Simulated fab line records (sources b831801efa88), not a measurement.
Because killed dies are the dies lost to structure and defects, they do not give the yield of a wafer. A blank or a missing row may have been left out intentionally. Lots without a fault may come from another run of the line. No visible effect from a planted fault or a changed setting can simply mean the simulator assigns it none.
Which of the tools did it? / flow sky130 / 14 lots with 42 wafers sampled at 5 steps, on a route of 708 steps

## WHAT THE GAUGES SHOWED, per wafer
SKY_FIELD_ISO_THK_MEAS_23.
lot=L740; measured=day 2 06:31; on=film metro-03; FIELD_ISO_OXIDATION_01_THK (nm)=9.92 10.07 10.12
lot=L742; measured=day 2 19:51; on=film metro-01; FIELD_ISO_OXIDATION_01_THK (nm)=9.88 9.96 9.86
lot=L743; measured=day 3 02:37; on=film metro-01; FIELD_ISO_OXIDATION_01_THK (nm)=10.29 10.33 10.40
lot=L744; measured=day 3 05:03; on=film metro-02; FIELD_ISO_OXIDATION_01_THK (nm)=10.15 10.06 10.26
lot=L745; measured=day 3 14:32; on=film metro-02; FIELD_ISO_OXIDATION_01_THK (nm)=10.05 9.99 10.06
lot=L746; measured=day 3 14:33; on=film metro-01; FIELD_ISO_OXIDATION_01_THK (nm)=10.32 10.40 10.22
lot=L755; measured=day 5 12:11; on=film metro-02; FIELD_ISO_OXIDATION_01_THK (nm)=10.11 10.13 10.01
lot=L756; measured=day 5 18:37; on=film metro-01; FIELD_ISO_OXIDATION_01_THK (nm)=9.78 9.82 9.70
lot=L757; measured=day 6 00:09; on=film metro-02; FIELD_ISO_OXIDATION_01_THK (nm)=9.53 9.35 9.53
lot=L758; measured=day 6 10:20; on=film metro-02; FIELD_ISO_OXIDATION_01_THK (nm)=9.62 9.59 9.68
lot=L759; measured=day 6 13:11; on=film metro-02; FIELD_ISO_OXIDATION_01_THK (nm)=9.57 9.47 9.52
lot=L760; measured=day 6 17:15; on=film metro-01; FIELD_ISO_OXIDATION_01_THK (nm)=9.67 9.53 9.72
lot=L761; measured=day 6 21:29; on=film metro-01; FIELD_ISO_OXIDATION_01_THK (nm)=9.73 9.79 9.61
lot=L762; measured=day 7 01:38; on=film metro-02; FIELD_ISO_OXIDATION_01_THK (nm)=10.19 10.36 10.06

SKY_DNWELL_TW_MEAS_09.
lot=L740; measured=day 3 03:11; on=film metro-03; DNWELL_TW=1118 1117 1119
lot=L742; measured=day 3 16:58; on=film metro-03; DNWELL_TW=1116 1117 1117
lot=L743; measured=day 4 00:40; on=film metro-04; DNWELL_TW=1122 1117 1117
lot=L744; measured=day 4 03:05; on=film metro-04; DNWELL_TW=1116 1108 1111
lot=L745; measured=day 4 14:05; on=film metro-04; DNWELL_TW=30 30 30
lot=L746; measured=day 4 14:27; on=film metro-03; DNWELL_TW=30 30 30
lot=L755; measured=day 6 11:47; on=film metro-01; DNWELL_TW=1119 1122 1123
lot=L756; measured=day 6 18:25; on=film metro-04; DNWELL_TW=1116 1114 1115
lot=L757; measured=day 6 23:17; on=film metro-01; DNWELL_TW=1124 1124 1126
lot=L758; measured=day 7 09:41; on=film metro-03; DNWELL_TW=1119 1123 1121
lot=L759; measured=day 7 15:40; on=film metro-01; DNWELL_TW=1127 1132 1131
lot=L760; measured=day 7 21:07; on=film metro-04; DNWELL_TW=1102 1104 1104
lot=L761; measured=day 7 23:01; on=film metro-03; DNWELL_TW=1128 1122 1129
lot=L762; measured=day 8 02:49; on=film metro-04; DNWELL_TW=1104 1105 1098

## EACH LOT AND THE TOOL THAT RAN IT (in order: tool; ch and the chambers of the sampled wafers; start)
lot=L740; SKY_FIELD_ISO_ETCH_14=rie diel-02 ch 0,1,2, day 2 04:20; SKY_FIELD_ISO_ETCH_15=rie diel-02 ch 0,1,2, day 2 04:22; SKY_DNWELL_EXPOSE_04=iline stepper-02 ch 0, day 2 19:14
lot=L742; SKY_FIELD_ISO_ETCH_14=rie diel-02 ch 0,1, day 2 18:07; SKY_FIELD_ISO_ETCH_15=rie diel-02 ch 0,1, day 2 18:10; SKY_DNWELL_EXPOSE_04=iline stepper-02 ch 0, day 3 08:23
lot=L743; SKY_FIELD_ISO_ETCH_14=rie diel-01 ch 0,3, day 3 00:53; SKY_FIELD_ISO_ETCH_15=rie diel-01 ch 0,3, day 3 00:55; SKY_DNWELL_EXPOSE_04=iline stepper-02 ch 0, day 3 16:54
lot=L744; SKY_FIELD_ISO_ETCH_14=rie diel-04 ch 0,1,2, day 3 03:04; SKY_FIELD_ISO_ETCH_15=rie diel-04 ch 0,1,2, day 3 03:07; SKY_DNWELL_EXPOSE_04=iline stepper-02 ch 0, day 3 19:01
lot=L745; SKY_FIELD_ISO_ETCH_14=rie diel-02 ch 1,2,3, day 3 09:04; SKY_FIELD_ISO_ETCH_15=rie diel-02 ch 1,2,3, day 3 09:07; SKY_DNWELL_EXPOSE_04=iline stepper-01, day 4 05:07
lot=L746; SKY_FIELD_ISO_ETCH_14=rie diel-01 ch 1,2, day 3 12:35; SKY_FIELD_ISO_ETCH_15=rie diel-01 ch 1,2, day 3 12:37; SKY_DNWELL_EXPOSE_04=iline stepper-02, day 4 05:40
lot=L755; SKY_FIELD_ISO_ETCH_14=rie diel-01 ch 1,2,3, day 5 09:25; SKY_FIELD_ISO_ETCH_15=rie diel-01 ch 1,2,3, day 5 09:28; SKY_DNWELL_EXPOSE_04=iline stepper-02 ch 0, day 6 02:13
lot=L756; SKY_FIELD_ISO_ETCH_14=rie diel-04 ch 1,2,3, day 5 16:53; SKY_FIELD_ISO_ETCH_15=rie diel-04 ch 1,2,3, day 5 16:55; SKY_DNWELL_EXPOSE_04=iline stepper-01 ch 0, day 6 08:25
lot=L757; SKY_FIELD_ISO_ETCH_14=rie diel-04 ch 0,1,2, day 5 22:25; SKY_FIELD_ISO_ETCH_15=rie diel-04 ch 0,1,2, day 5 22:28; SKY_DNWELL_EXPOSE_04=iline stepper-02 ch 0, day 6 13:44
lot=L758; SKY_FIELD_ISO_ETCH_14=rie diel-01 ch 0,1,3, day 6 08:31; SKY_FIELD_ISO_ETCH_15=rie diel-01 ch 0,1,3, day 6 08:34; SKY_DNWELL_EXPOSE_04=iline stepper-01 ch 0, day 7 00:10
lot=L759; SKY_FIELD_ISO_ETCH_14=rie diel-04 ch 0,1,2, day 6 11:25; SKY_FIELD_ISO_ETCH_15=rie diel-04 ch 0,1,2, day 6 11:28; SKY_DNWELL_EXPOSE_04=iline stepper-01 ch 0, day 7 05:30
lot=L760; SKY_FIELD_ISO_ETCH_14=rie diel-04 ch 0,1,3, day 6 14:35; SKY_FIELD_ISO_ETCH_15=rie diel-04 ch 0,1,3, day 6 14:37; SKY_DNWELL_EXPOSE_04=iline stepper-01 ch 0, day 7 11:13
lot=L761; SKY_FIELD_ISO_ETCH_14=rie diel-01 ch 0,1,2, day 6 18:53; SKY_FIELD_ISO_ETCH_15=rie diel-01 ch 0,1,2, day 6 18:56; SKY_DNWELL_EXPOSE_04=iline stepper-01 ch 0, day 7 12:44
lot=L762; SKY_FIELD_ISO_ETCH_14=rie diel-01 ch 1,2,3, day 6 23:28; SKY_FIELD_ISO_ETCH_15=rie diel-01 ch 1,2,3, day 6 23:31; SKY_DNWELL_EXPOSE_04=iline stepper-01 ch 0, day 7 17:08
- SKY_FIELD_ISO_ETCH_14: etches BARC in N2/H2, stops on SiO2, time 45.9 s, target depth 60 nm.
- SKY_FIELD_ISO_ETCH_15: etches the open film in CHF3/O2, stops on Si, target depth 180 nm, time 72 s.
- SKY_DNWELL_EXPOSE_04: exposes mask DNM, target cd 3000 nm.

## WHAT THE TOOLS THEMSELVES READ (means of the sampled wafers that have a number; where no wafer has one, the mark that the record gives instead)
SKY_FIELD_ISO_ETCH_14.
lot=L740; tool=rie diel-02; drypump motor current A (A)=5.7; oes product au (a.u.)=0.857; throttle valve pct (%)=13.224
lot=L742; tool=rie diel-02; drypump motor current A (A)=5.5; oes product au (a.u.)=0.851; throttle valve pct (%)=13.229
lot=L743; tool=rie diel-01; drypump motor current A (A)=5.5; oes product au (a.u.)=0.851; throttle valve pct (%)=13.225
lot=L744; tool=rie diel-04; drypump motor current A (A)=5.7; oes product au (a.u.)=0.852; throttle valve pct (%)=13.221
lot=L745; tool=rie diel-02; drypump motor current A (A)=5.4; oes product au (a.u.)=0.850; throttle valve pct (%)=13.220
lot=L746; tool=rie diel-01; drypump motor current A (A)=6.3; oes product au (a.u.)=0.853; throttle valve pct (%)=13.224
lot=L755; tool=rie diel-01; drypump motor current A (A)=6.0; oes product au (a.u.)=0.849; throttle valve pct (%)=13.221
lot=L756; tool=rie diel-04; drypump motor current A (A)=6.1; oes product au (a.u.)=0.850; throttle valve pct (%)=13.227
lot=L757; tool=rie diel-04; drypump motor current A (A)=5.7; oes product au (a.u.)=0.851; throttle valve pct (%)=13.227
lot=L758; tool=rie diel-01; drypump motor current A (A)=5.7; oes product au (a.u.)=0.856; throttle valve pct (%)=13.226
lot=L759; tool=rie diel-04; drypump motor current A (A)=5.7; oes product au (a.u.)=0.854; throttle valve pct (%)=13.235
lot=L760; tool=rie diel-04; drypump motor current A (A)=5.4; oes product au (a.u.)=0.854; throttle valve pct (%)=13.226
lot=L761; tool=rie diel-01; drypump motor current A (A)=6.0; oes product au (a.u.)=0.857; throttle valve pct (%)=13.225
lot=L762; tool=rie diel-01; drypump motor current A (A)=6.0; oes product au (a.u.)=0.850; throttle valve pct (%)=13.228

SKY_FIELD_ISO_ETCH_15.
lot=L740; tool=rie diel-02; drypump motor current A (A)=5.6; oes product au (a.u.)=0.946; throttle valve pct (%)=8.839
lot=L742; tool=rie diel-02; drypump motor current A (A)=5.5; oes product au (a.u.)=0.948; throttle valve pct (%)=8.845
lot=L743; tool=rie diel-01; drypump motor current A (A)=5.5; oes product au (a.u.)=0.954; throttle valve pct (%)=8.846
lot=L744; tool=rie diel-04; drypump motor current A (A)=5.7; oes product au (a.u.)=0.950; throttle valve pct (%)=8.848
lot=L745; tool=rie diel-02; drypump motor current A (A)=5.4; oes product au (a.u.)=0.951; throttle valve pct (%)=8.849
lot=L746; tool=rie diel-01; drypump motor current A (A)=6.3; oes product au (a.u.)=0.950; throttle valve pct (%)=8.844
lot=L755; tool=rie diel-01; drypump motor current A (A)=6.0; oes product au (a.u.)=0.958; throttle valve pct (%)=8.841
lot=L756; tool=rie diel-04; drypump motor current A (A)=6.0; oes product au (a.u.)=0.944; throttle valve pct (%)=8.843
lot=L757; tool=rie diel-04; drypump motor current A (A)=5.7; oes product au (a.u.)=0.953; throttle valve pct (%)=8.848
lot=L758; tool=rie diel-01; drypump motor current A (A)=5.7; oes product au (a.u.)=0.947; throttle valve pct (%)=8.858
lot=L759; tool=rie diel-04; drypump motor current A (A)=5.7; oes product au (a.u.)=0.945; throttle valve pct (%)=8.847
lot=L760; tool=rie diel-04; drypump motor current A (A)=5.4; oes product au (a.u.)=0.942; throttle valve pct (%)=8.850
lot=L761; tool=rie diel-01; drypump motor current A (A)=6.0; oes product au (a.u.)=0.949; throttle valve pct (%)=8.838
lot=L762; tool=rie diel-01; drypump motor current A (A)=6.0; oes product au (a.u.)=0.959; throttle valve pct (%)=8.851

SKY_DNWELL_EXPOSE_04.
lot=L740; tool=iline stepper-02; exposure dose mJ cm2=221.82; focus offset nm (nm)=0.0
lot=L742; tool=iline stepper-02; exposure dose mJ cm2=222.08; focus offset nm (nm)=-0.1
lot=L743; tool=iline stepper-02; exposure dose mJ cm2=222.12; focus offset nm (nm)=0.5
lot=L744; tool=iline stepper-02; exposure dose mJ cm2=221.82; focus offset nm (nm)=0.8
lot=L745; tool=iline stepper-01; exposure dose mJ cm2=-; focus offset nm (nm)=-
lot=L746; tool=iline stepper-02; exposure dose mJ cm2=-; focus offset nm (nm)=-
lot=L755; tool=iline stepper-02; exposure dose mJ cm2=221.77; focus offset nm (nm)=0.4
lot=L756; tool=iline stepper-01; exposure dose mJ cm2=221.92; focus offset nm (nm)=0.0
lot=L757; tool=iline stepper-02; exposure dose mJ cm2=222.10; focus offset nm (nm)=-0.4
lot=L758; tool=iline stepper-01; exposure dose mJ cm2=222.22; focus offset nm (nm)=-0.1
lot=L759; tool=iline stepper-01; exposure dose mJ cm2=221.86; focus offset nm (nm)=0.1
lot=L760; tool=iline stepper-01; exposure dose mJ cm2=221.96; focus offset nm (nm)=-0.5
lot=L761; tool=iline stepper-01; exposure dose mJ cm2=222.05; focus offset nm (nm)=0.5
lot=L762; tool=iline stepper-01; exposure dose mJ cm2=222.27; focus offset nm (nm)=-0.1

## THE ANSWER, worked out from the rows above alone
Rule: usual is defined by the lots themselves. Put in order of their means at a reading, lots are off if they are a third of the lots or fewer, leave a main group of 4 or more, and stand apart from it by a gap of 3 or more times the standard deviation of the main group's means; of several such gaps the widest counts. A main group whose means are all the same, to the digits that the tables above print for the reading, isn't used. A lot without any number at a reading at which 4 lots or more have one is off too. Any other lot the step has rows for is counted as sound. The gauges are gone through in route order, then the tools' own readings, and for those a lot's mean is taken as printed above. The first step at which some lot is off is used, and at that step the reading that is off furthest; a lot without a number counts as furthest.
Off: at SKY_DNWELL_TW_MEAS_09 (DNWELL_TW), L745, L746. Mean 1117 and standard deviation 8.1 in the main group.
If a tool, at a process step before that reading, ran all the lots that are off and no sound lot after the first of them, it fits. The gauges at SKY_DNWELL_TW_MEAS_09 aren't tried: what is off there is off at SKY_DNWELL_EXPOSE_04 too, on other tools, and a gauge's error can't cause that. Not one of the candidates tried fits.

## WHAT HAD BEEN PUT IN BY THE SIMULATOR
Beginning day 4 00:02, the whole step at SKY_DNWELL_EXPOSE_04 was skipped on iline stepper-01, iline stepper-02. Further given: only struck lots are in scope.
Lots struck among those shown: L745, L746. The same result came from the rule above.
